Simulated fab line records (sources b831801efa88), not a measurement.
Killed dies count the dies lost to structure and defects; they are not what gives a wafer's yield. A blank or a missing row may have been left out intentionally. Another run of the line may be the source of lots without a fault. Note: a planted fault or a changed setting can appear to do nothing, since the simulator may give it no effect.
fab line records    flow sky130
record: lots: 12  wafers: 36  lastDay: 50
route steps=708 shown VT_ADJUST_HVTR@141 VT_ADJUST_PCH@150 SONOS_ONO@169 GATE_OXIDE@198 PAD_OPEN@708
lots untouched by any fault: they come from a run of this same line in which no faults occurred
startH: the number of hours between the record's first day and the start of the first shown wafer of the lot    waitH: hours since the lot's step before    " unchanged from the row above    L1.1+2: one row covering several wafers at once    - no value, or no start given    * or withheld: withheld    < > ~ a bound
route shown NAME@n: names a module that has steps shown in the file, with the first one's number in the route    usual: mean/standard deviation of fault-free wafers    same: alike in all rows    chamber/n: place in a boat    sites: each site's reading    _std_site: the standard deviation of these    _edge_site: mean of outer sites minus mean of inner sites    radiusMm: how far each site lies from the wafer's centre    mask NAME#n: copy n    behind: the tool/chamber that last shaped the wafer    hold: reason for holding the lot/hours on hold/outcome of the hold    device: which transistor (n, p or np) failed to switch    end of line: the same wafers' tests at the end of the route    where a step has no rows: the recipe by itself    killed: not the wafer's yield, but the dies lost to structure and defects at the first sort    map: the dies of a wafer, with x for killed, . for not killed, _ for no die there
set.NAME: the setting that was run; set.NAME@STEP: the one run at that earlier step    model.NAME: the simulator's own value behind a step, which no gauge read
steps of the route over a sample of lots; a table a step, a row a wafer
services: when a tool's chamber went out of use (startH, in hours from the record's first day, below 0 if earlier), for how many hours, and the reason
== steps ==
step: SKY_VT_ADJUST_HVTR_STRIP_10
recipe: chemistry: O2/N2  powerW: 1400  pressureMtorr: 1500  platenTempC: withheld  o2FlowSccm: 3000  n2FlowSccm: 300  overashFraction: 0.5
usual: drypumpMotorCurrentA: 5.9/0.45  oesProductAu: 0.716/0.0044  stripTimeToEndpointS: 14.19/0.041
lot.wafer  tool            chamber  startH  waitH  drypumpMotorCurrentA  oesProductAu  rfHoursCounterH  stripTimeToEndpointS
L130.2     plasmaAsher-02  1        208.41  0.1    6.4                   0.725         52               14.18
L130.4     "               0        "       "      6.3                   0.712         -                14.19
L130.6     "               0        "       "      6.3                   0.710         -                14.15
L131.1     plasmaAsher-01  0        219.46  0.1    5.5                   0.716         10               14.17
L131.3     "               0        "       "      5.5                   0.715         -                14.13
L131.5     "               1        "       "      5.4                   0.716         -                14.13
L132.1     plasmaAsher-03  0        229.30  0.1    5.3                   0.720         52               14.19
L132.5     "               0        "       "      5.3                   0.704         -                14.16
L132.6     "               1        "       "      5.7                   0.720         -                14.19
L133.1     plasmaAsher-01  0        235.56  0.1    5.5                   0.719         12               14.19
L133.2     "               1        "       "      5.4                   0.719         12               14.16
L133.6     "               1        "       "      5.5                   0.723         -                14.20
L134.2     plasmaAsher-03  1        238.50  0.1    5.7                   0.717         53               14.19
L134.3     "               0        "       "      5.3                   0.722         -                14.22
L134.5     "               1        "       "      5.7                   0.712         -                14.20
L142.3     plasmaAsher-02  0        298.88  0.1    6.2                   0.715         -                14.16
L142.5     "               1        "       "      6.5                   0.716         -                14.15
L142.6     "               0        "       "      6.3                   0.721         -                14.18
L148.2     plasmaAsher-02  0        334.86  0.1    6.3                   0.713         65               14.14
L148.3     "               0        "       "      6.3                   0.715         -                14.22
L148.5     "               1        "       "      6.5                   0.717         -                14.17
L149.4     plasmaAsher-01  0        343.50  0.2    5.5                   0.715         -                14.26
L149.5     "               1        "       "      5.5                   0.712         -                14.21
L149.6     "               0        "       "      5.5                   0.713         -                14.21
L150.1     plasmaAsher-01  1        352.86  0.1    5.4                   0.708         24               14.20
L150.5     "               1        "       "      5.4                   0.716         -                14.18
L150.6     "               0        "       "      5.5                   0.710         -                14.23
L151.2     plasmaAsher-03  1        360.65  0.1    5.7                   0.710         65               14.14
L151.4     "               1        "       "      5.7                   0.718         -                14.18
L151.5     "               1        "       "      5.7                   0.716         -                14.17
L152.1     plasmaAsher-02  0        365.75  0.1    6.2                   0.710         68               14.21
L152.2     "               1        "       "      6.5                   0.723         68               14.21
L152.3     "               0        "       "      6.3                   0.714         -                14.15
L153.1     plasmaAsher-01  1        373.80  0.1    5.4                   0.718         26               14.07
L153.4     "               0        "       "      5.5                   0.720         -                14.03
L153.6     "               1        "       "      5.5                   0.714         -                14.10
step: SKY_VT_ADJUST_PCH_OVL_MEAS_07
usual: VT_ADJUST_PCH_OVL: -0.2/1.5
lot.wafer  tool        chamber  startH  waitH  VT_ADJUST_PCH_OVL[nm]
L130.2     overlay-02  -        231.66  -      0.7
L130.4     "           -        "       "      -0.7
L130.6     "           -        "       "      0.0
L131.1     overlay-02  -        242.05  -      0.5
L131.3     "           -        "       "      0.4
L131.5     "           -        "       "      -0.5
L132.1     overlay-01  -        252.20  -      2.1
L132.5     "           -        "       "      0.8
L132.6     "           -        "       "      0.5
L133.1     overlay-01  -        259.03  -      -0.6
L133.2     "           -        "       "      -0.9
L133.6     "           -        "       "      -1.5
L134.2     overlay-01  -        262.05  -      -0.9
L134.3     "           -        "       "      0.5
L134.5     "           -        "       "      0.3
L142.3     overlay-02  -        324.37  -      3.1
L142.5     "           -        "       "      2.3
L142.6     "           -        "       "      2.7
L148.2     overlay-01  -        361.96  -      -0.3
L148.3     "           -        "       "      -0.4
L148.5     "           -        "       "      -2.2
L149.4     overlay-02  -        371.12  -      0.5
L149.5     "           -        "       "      0.0
L149.6     "           -        "       "      -1.0
L150.1     overlay-02  -        381.79  -      -2.3
L150.5     "           -        "       "      1.1
L150.6     "           -        "       "      -0.8
L151.2     overlay-02  -        389.15  -      1.0
L151.4     "           -        "       "      -0.8
L151.5     "           -        "       "      0.5
L152.1     overlay-02  -        393.70  -      -1.7
L152.2     "           -        "       "      -1.0
L152.3     "           -        "       "      -2.0
L153.1     overlay-01  -        403.21  -      -3.3
L153.4     "           -        "       "      -3.3
L153.6     "           -        "       "      -2.7
step: SKY_SONOS_ONO_THK_MEAS_01
recipe: reads: SiO2_of_SONOS_ONO_OXIDATION_00
usual: SONOS_ONO_OXIDATION_THK: 2.59/0.056
lot.wafer  tool          chamber  startH  waitH  SONOS_ONO_OXIDATION_THK[nm]
L130.2     filmMetro-03  -        258.05  0.0    2.57
L130.4     "             -        "       "      2.59
L130.6     "             -        "       "      2.52
L131.1     filmMetro-01  -        268.94  0.0    2.59
L131.3     "             -        "       "      2.67
L131.5     "             -        "       "      2.65
L132.1     filmMetro-03  -        279.06  0.0    2.74
L132.5     "             -        "       "      2.67
L132.6     "             -        "       "      2.69
L133.1     filmMetro-01  -        287.18  0.0    2.54
L133.2     "             -        "       "      2.61
L133.6     "             -        "       "      2.60
L134.2     filmMetro-03  -        290.03  0.0    2.60
L134.3     "             -        "       "      2.53
L134.5     "             -        "       "      2.59
L142.3     filmMetro-02  -        353.06  0.0    2.49
L142.5     "             -        "       "      2.54
L142.6     "             -        "       "      2.59
L148.2     filmMetro-01  -        393.29  0.0    2.60
L148.3     "             -        "       "      2.66
L148.5     "             -        "       "      2.58
L149.4     filmMetro-02  -        403.74  0.0    2.63
L149.5     "             -        "       "      2.64
L149.6     "             -        "       "      2.63
L150.1     filmMetro-02  -        413.74  0.0    2.64
L150.5     "             -        "       "      2.68
L150.6     "             -        "       "      2.61
L151.2     filmMetro-02  -        423.08  0.0    2.51
L151.4     "             -        "       "      2.56
L151.5     "             -        "       "      2.55
L152.1     filmMetro-02  -        426.98  0.0    2.65
L152.2     "             -        "       "      2.60
L152.3     "             -        "       "      2.66
L153.1     filmMetro-03  -        435.14  0.0    2.60
L153.4     "             -        "       "      2.62
L153.6     "             -        "       "      2.48
step: SKY_GATE_OXIDE_IMPLANT_11
recipe: species: B  energyKev: 10  doseCm2: 2.6e+12  tiltDeg: withheld
usual: beamOnS: 9.99/0.2  faradayCurrentUA: 14.68/0.28
lot.wafer  tool          chamber  startH  waitH  beamOnS  faradayCurrentUA
L130.2     implanter-01  0        315.40  0.0    9.90     14.86
L130.4     "             0        "       "      10.33    14.21
L130.6     "             0        "       "      9.77     15.05
L131.1     implanter-02  0        326.93  0.0    10.12    14.50
L131.3     "             0        "       "      9.99     14.64
L131.5     "             0        "       "      9.86     14.82
L132.1     implanter-01  0        334.89  0.0    9.84     14.86
L132.5     "             0        "       "      10.21    14.30
L132.6     "             0        "       "      9.55     15.33
L133.1     implanter-02  0        343.98  0.0    10.35    14.18
L133.2     "             0        "       "      10.13    14.53
L133.6     "             0        "       "      10.16    14.39
L134.2     implanter-01  0        346.65  0.0    9.99     14.68
L134.3     "             0        "       "      9.96     14.70
L134.5     "             0        "       "      10.08    14.53
L142.3     implanter-01  0        416.23  0.1    9.81     14.95
L142.5     "             0        "       "      11.52    12.74
L142.6     "             0        "       "      10.09    14.50
L148.2     implanter-02  0        460.75  0.0    9.97     14.73
L148.3     "             0        "       "      9.96     14.71
L148.5     "             0        "       "      9.94     14.75
L149.4     implanter-04  0        471.92  0.2    10.25    14.25
L149.5     "             0        "       "      10.05    14.56
L149.6     "             0        "       "      10.10    14.54
L150.1     implanter-04  0        479.94  0.0    9.92     14.79
L150.5     "             0        "       "      9.98     14.70
L150.6     "             0        "       "      10.11    14.59
L151.2     implanter-02  0        489.62  0.0    10.12    14.55
L151.4     "             0        "       "      9.90     14.79
L151.5     "             0        "       "      10.27    14.31
L152.1     implanter-02  0        495.18  0.0    10.30    14.20
L152.2     "             0        "       "      10.05    14.58
L152.3     "             0        "       "      9.66     15.10
L153.1     implanter-04  0        504.33  0.0    10.15    14.40
L153.4     "             0        "       "      9.74     15.02
L153.6     "             0        "       "      10.46    14.00
step: SKY_GATE_OXIDE_TW_MEAS_14
usual: GATE_OXIDE_TW: 225.3/1.8
lot.wafer  tool          chamber  startH  waitH  GATE_OXIDE_TW
L130.2     filmMetro-01  -        315.74  0.1    227.5
L130.4     "             -        "       "      226.4
L130.6     "             -        "       "      227.6
L131.1     filmMetro-01  -        327.28  0.1    227.5
L131.3     "             -        "       "      227.9
L131.5     "             -        "       "      226.7
L132.1     filmMetro-03  -        335.24  0.1    222.8
L132.5     "             -        "       "      221.3
L132.6     "             -        "       "      223.3
L133.1     filmMetro-04  -        344.33  0.1    225.2
L133.2     "             -        "       "      224.5
L133.6     "             -        "       "      225.5
L134.2     filmMetro-01  -        347.00  0.1    226.9
L134.3     "             -        "       "      226.2
L134.5     "             -        "       "      226.3
L142.3     filmMetro-03  -        416.57  0.1    223.7
L142.5     "             -        "       "      231.6
L142.6     "             -        "       "      223.0
L148.2     filmMetro-03  -        461.09  0.1    222.9
L148.3     "             -        "       "      223.2
L148.5     "             -        "       "      223.4
L149.4     filmMetro-04  -        472.23  0.1    225.5
L149.5     "             -        "       "      225.4
L149.6     "             -        "       "      226.8
L150.1     filmMetro-01  -        480.29  0.1    227.8
L150.5     "             -        "       "      226.8
L150.6     "             -        "       "      226.8
L151.2     filmMetro-04  -        489.97  0.1    225.6
L151.4     "             -        "       "      224.9
L151.5     "             -        "       "      224.6
L152.1     filmMetro-04  -        495.54  0.1    224.5
L152.2     "             -        "       "      224.1
L152.3     "             -        "       "      224.5
L153.1     filmMetro-01  -        504.78  0.1    228.2
L153.4     "             -        "       "      227.4
L153.6     "             -        "       "      226.5
step: SKY_PAD_OPEN_PROBE_99
usual: killed_at_M0_to_M3: 45/6.9  killed_at_M4_up: 3.1/1.7  killedAtContacts: 24/5.7  killedAtFrontEnd: 15/4.6  killedAtOther: 0.3/0.57  killedDies: 87/10  killedOpen: 48/7.4  killedShort: 39/6.7
same: grossDies: 492  killedAtBackSide: 0
lot.wafer  tool       chamber  startH   waitH  killed_at_M0_to_M3  killed_at_M4_up  killedAtContacts  killedAtFrontEnd  killedAtOther  killedDies  killedOpen  killedShort
L134.2     prober-02  -        1109.01  0.1    44                  1                22                10                1              78          33          45
L134.3     prober-02  -        1109.06  0.2    50                  5                30                18                0              103         55          48
L134.5     prober-02  -        1109.16  0.2    40                  2                24                17                0              83          40          43
L142.3     prober-02  -        1156.07  0.2    33                  3                16                11                2              65          32          33
L142.5     prober-02  -        1156.17  0.2    51                  4                19                17                0              91          39          52
L142.6     prober-02  -        1156.22  0.2    42                  4                14                15                1              76          38          37
killed by level:class
L134.2 METAL2:geometricParticle:short=8 CONTACT:geometricParticle:open=7 METAL1:geometricParticle:short=7 VIA3:geometricParticle:short=7 VIA2:geometricParticle:open=6 LI_CONTACT:geometricParticle:open=4 LI_CONTACT:geometricParticle:short=4 LOCAL_INTERCONNECT:geometricParticle:short=4
L134.3 CONTACT:geometricParticle:open=13 VIA2:geometricParticle:open=9 VIA1:geometricParticle:open=7 LI_CONTACT:geometricParticle:open=6 VIA2:geometricParticle:short=6 METAL1:geometricParticle:short=6 VIA3:geometricParticle:open=6 LOCAL_INTERCONNECT:geometricParticle:short=5
L134.5 CONTACT:geometricParticle:open=9 VIA3:geometricParticle:open=7 POLY_GATE:geometricParticle:short=6 VIA1:geometricParticle:open=6 VIA2:geometricParticle:open=6 METAL2:geometricParticle:short=6 FIELD_ISO:geometricParticle:short=5 LI_CONTACT:geometricParticle:open=5
L142.3 VIA1:geometricParticle:short=7 VIA3:geometricParticle:open=6 LI_CONTACT:geometricParticle:open=5 VIA1:geometricParticle:open=5 METAL2:geometricParticle:short=5 CONTACT:geometricParticle:open=4 LOCAL_INTERCONNECT:geometricParticle:short=4 FIELD_ISO:geometricParticle:open=3
L142.5 METAL2:geometricParticle:short=12 VIA1:geometricParticle:open=9 POLY_GATE:geometricParticle:short=6 LI_CONTACT:geometricParticle:open=6 METAL1:geometricParticle:short=6 VIA1:geometricParticle:short=6 VIA2:geometricParticle:open=6 CONTACT:geometricParticle:open=5
L142.6 VIA1:geometricParticle:open=13 CONTACT:geometricParticle:open=6 POLY_GATE:geometricParticle:short=5 VIA2:geometricParticle:open=5 LOCAL_INTERCONNECT:geometricParticle:short=4 METAL2:geometricParticle:short=4 METAL4:geometricParticle:short=4 METAL3:geometricParticle:short=4
== services ==
tool            chamber  startH  hours  kind
implanter-04    -        187.08  5.3    pm
plasmaAsher-03  -        187.78  1.6    repair
plasmaAsher-02  -        234.23  2.8    pm
plasmaAsher-02  -        277.22  1.8    repair
plasmaAsher-03  -        316.40  4.0    repair
plasmaAsher-03  -        342.75  1.3    repair
implanter-01    -        343.38  2.8    pm
implanter-01    -        347.49  18.3   repair
plasmaAsher-01  -        349.76  0.4    repair
implanter-02    -        352.18  2.1    repair
implanter-02    -        356.47  0.7    repair
implanter-04    -        367.96  2.2    repair
implanter-01    -        368.87  4.9    pm
implanter-02    -        395.81  1.4    repair
implanter-04    -        407.21  2.8    repair
plasmaAsher-03  -        421.25  9.0    pm
plasmaAsher-03  0        421.25  9.0    ventCycle
plasmaAsher-03  1        421.25  9.0    ventCycle
plasmaAsher-03  0        430.25  -      clean
plasmaAsher-03  1        430.25  -      clean
implanter-04    -        441.18  2.7    repair
implanter-02    -        444.63  2.2    pm
implanter-04    -        453.78  2.3    repair
plasmaAsher-01  -        487.32  1.2    repair
== key ==
firstSign: step: SKY_GATE_OXIDE_IMPLANT_11  reading: beamOnS  direction: up  sigmas: 7.8  usual: 9.99  struck: 11.52
effect: step: SKY_GATE_OXIDE_IMPLANT_11  reading: faradayCurrentUA  direction: down  sigmas: 6.8  usual: 14.68  struck: 12.74
effect: step: SKY_GATE_OXIDE_TW_MEAS_14  reading: GATE_OXIDE_TW  direction: up  sigmas: 3.5  usual: 225.3  struck: 231.6
metAt SKY_GATE_OXIDE_IMPLANT_11
struckLots L142
struckWafers L142.5
testerLeftOut L142
notActingAt SKY_VT_ADJUST_HVTR_STRIP_10,SKY_VT_ADJUST_PCH_OVL_MEAS_07,SKY_SONOS_ONO_THK_MEAS_01
onsetBetween 346.65 416.23
fault: kind: processParameterDrift  tool: implanter-01  chamber: -  onsetH: 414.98  steps: SKY_GATE_OXIDE_IMPLANT_11  channel: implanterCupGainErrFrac  offset: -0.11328  shape: step  endH: 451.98  scope: struckWafersOnly
testerLeftOut: of these lots the tester's yield and bins aren't shown, on N5 and GAA mostly nor the transistor test; their killed dies are dies lost to structure and defects alone, not to doping, threshold or leakage, so they don't give the yield
